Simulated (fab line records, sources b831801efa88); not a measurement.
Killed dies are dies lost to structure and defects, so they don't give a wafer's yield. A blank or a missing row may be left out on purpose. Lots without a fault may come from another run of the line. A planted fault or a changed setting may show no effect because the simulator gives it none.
A struck lot beside a sound one | flow gf180mcu | 45 steps out of a route of 602
Sound: wafers L910.3, L910.4, L910.6. Struck: wafer L925.4. (L925.3 of the same lot was not struck and is left out.) The cause comes at the end.
At each step with rows: each side's tool, then ch and its chambers, then its first start. Under that, the readings that differ: sound wafers | struck wafers | difference of the means | sigmas: that difference in standard deviations of wafers without a fault.
alike: readings whose means differ by less than 2 such deviations, and words and numbers that are the same on both sides. not compared: withheld readings, readings that some wafer has no value for, bounds like >300 that may hide the same value, and numbers for which the record gives no deviation and whose values overlap.
The two part at a step that has a row with sigmas, a row that says differs or no value, or rows on one side only. Numbers that don't overlap but have no deviation are shown without sigmas and don't part them. A reading that every wafer of one side lacks parts them only if that side has two wafers or more.

first, 5 steps without rows for these wafers: GF_V1_ETCH_16 (etches BARC in N2/H2); GF_V1_ETCH_17 (etches SiO2 in C4F8/O2/Ar, stops on TiN, target depth 630 nm); GF_V1_STRIP_18 (strips in O2/N2); GF_V1_STRIP_19 (strips in post etch residue remover, time 1200 s); GF_V1_CLEAN_20 (cleans in DIW).
GF_V1_SPUTTER_21: material Ti, target thk 15 nm, time 80.02 s.
  sound on pvd_sputter-03, day 20 01:05; struck on pvd_sputter-01, day 25 08:22
  reading                | sound          | struck | difference | sigmas
  throttle_valve_pct (%) | 29.2 29.4 29.1 | 27.7   | -1.5       | -2
then, 2 steps without rows for these wafers: GF_V1_SPUTTER_22 (material TiN, target thk 10 nm, time 40 s); GF_V1_CVD_23 (deposits W, target thk 350 nm, time 105.05 s).
GF_V1_RS_MEAS_24: measures by four-point-probe.
  sound on film_metro-03, day 20 01:21; struck on film_metro-03, day 25 08:43
  alike: V1_W_RS
GF_V1_THK_MEAS_25: measures by xrf.
  sound on film_metro-03, day 20 01:27; struck on film_metro-03, day 25 08:49
  alike: V1_W_THK
GF_V1_CMP_26: polishes, stops on SiO2, t overpolish 15 s, target thk 0 nm.
  sound on cmp-02 ch 0,1,3, day 20 01:32; struck on cmp-02 ch 0, day 25 08:54
  reading          | sound             | struck | difference | sigmas
  platen_rpm (rpm) | 60.04 60.07 60.07 | 59.95  | -0.11      | -2
  alike: motor_current_A, overpolish_run_s, time_to_endpoint_s
then, 1 step without rows for these wafers: GF_M2_SPUTTER_00 (material Ti, target thk 37.5 nm, time 150 s).
GF_M2_SPUTTER_01: material TiN, target thk 30 nm, time 25 s.
  sound on pvd_sputter-03, day 20 01:53; struck on pvd_sputter-03, day 25 09:15
  reading                                | sound             | struck | difference | sigmas
  model.TiN_of_M2_SPUTTER_01.thk_nm (nm) | 30.42 30.02 30.51 | 34.97  | +4.65      |
  alike: throttle_valve_pct
GF_M2_SPUTTER_02: material AlCu, target thk 450 nm, time 23.9 s.
  sound on pvd_sputter-03, day 20 01:55; struck on pvd_sputter-03, day 25 09:17
  alike: throttle_valve_pct
GF_M2_SPUTTER_03: material Ti, target thk 10 nm, time 6.7 s.
  sound on pvd_sputter-03, day 20 01:57; struck on pvd_sputter-03, day 25 09:19
  alike: throttle_valve_pct
then, 1 step without rows for these wafers: GF_M2_SPUTTER_04 (material TiN, target thk 50 nm, time 41.7 s).
GF_M2_RS_MEAS_05: measures by four-point-probe.
  sound on film_metro-02, day 20 02:03; struck on film_metro-02, day 25 09:25
  alike: M2_ALCU_RS
GF_M2_THK_MEAS_06: measures by xrf.
  sound on film_metro-02, day 20 02:09; struck on film_metro-02, day 25 09:31
  alike: M2_ALCU_THK
then, 7 steps without rows for these wafers: GF_M2_DEHYDRATE_07 (time 60 s); GF_M2_HMDS_08 (prime time 60 s); GF_M2_COAT_09 (resist thk 1000 nm); GF_M2_SOFTBAKE_10 (time 60 s); GF_M2_EXPOSE_11 (exposes mask Metal2, target cd 280 nm); GF_M2_PEB_12 (peb time 90 s); GF_M2_DEVELOP_13 (develop time 60 s).
GF_M2_CD_MEAS_14: target cd 280 nm.
  sound on cd_sem-01, day 21 02:28; struck on cd_sem-02, day 26 05:53
  alike: cd_nm
GF_M2_OVL_MEAS_15:
  sound on overlay-02, day 21 02:33; struck on overlay-01, day 26 05:59
  alike: M2_OVL
then, 1 step without rows for these wafers: GF_M2_METAL_ETCH_16 (etches the open film in Cl2/BCl3, stops on SiO2, target depth 750.8 nm, time 125.1 s).
GF_M2_STRIP_17: strips in O2/N2.
  sound on plasma_asher-04 ch 0,1, day 21 02:44; struck on plasma_asher-03 ch 1, day 26 06:10
  reading            | sound       | struck | difference | sigmas
  heater_power_w (W) | 400 396 404 | 321    | -79        | -3
  alike: drypump_motor_current_A, n2_flow_sccm, oes_product_au, strip_time_to_endpoint_s
  not compared: rf_hours_counter_h
then, 3 steps without rows for these wafers: GF_M2_STRIP_18 (strips in post etch residue remover, time 1200 s); GF_M2_CLEAN_19 (cleans in DIW); GF_V2_CVD_00 (deposits SiO2, target thk 600 nm, time 100 s).
GF_V2_THK_MEAS_01:
  sound on film_metro-03, day 21 03:20; struck on film_metro-04, day 26 06:45
  alike: V2_CVD_00_THK
then, 1 step without rows for these wafers: GF_V2_CVD_02 (deposits SiO2 from TEOS, target thk 850 nm, time 94.851 s).
GF_V2_THK_MEAS_03:
  sound on film_metro-01, day 21 03:28; struck on film_metro-03, day 26 06:53
  alike: V2_CVD_02_THK
then, 1 step without rows for these wafers: GF_V2_CMP_04 (polishes SiO2).
GF_V2_BOW_MEAS_05:
  sound on film_metro-01, day 21 03:50; struck on film_metro-04, day 26 07:16
  alike: V2_BOW
then, 5 steps without rows for these wafers: GF_V2_DEHYDRATE_06 (time 60 s); GF_V2_HMDS_07 (prime time 60 s); GF_V2_COAT_08; GF_V2_COAT_09 (resist thk 1000 nm); GF_V2_SOFTBAKE_10 (time 60 s).
-- the record jumps here: 6 days lie between the struck wafers' starts before and after (it left off in module V2 and takes up again in module V5, whose first step shown is number 543 of the route) --
GF_V5_THK_MEAS_03:
  sound on film_metro-03, day 27 22:33; struck on film_metro-04, day 32 05:37
  reading            | sound          | struck | difference | sigmas
  V5_CVD_02_THK (nm) | 1431 1457 1464 | 1488   | +37        | +2
  not compared: hold
GF_V5_CMP_04: polishes SiO2.
  sound on cmp-02 ch 0,1,3, day 27 22:41; struck on cmp-02 ch 3, day 32 10:50
  reading | sound | struck                   | difference                   | sigmas
  hold    | - - - | await_dispo/4.7h/release | no value on the sound wafers |
  alike: motor_current_A, platen_rpm
GF_PASSIVATION_PROBE_99:
  the record has rows for the sound wafers here (prober-02, day 30 12:57) and none for the struck ones

WHERE THEY PART
First at GF_V1_SPUTTER_21; last, within this record, at GF_PASSIVATION_PROBE_99.

WHY: what the simulator had put in
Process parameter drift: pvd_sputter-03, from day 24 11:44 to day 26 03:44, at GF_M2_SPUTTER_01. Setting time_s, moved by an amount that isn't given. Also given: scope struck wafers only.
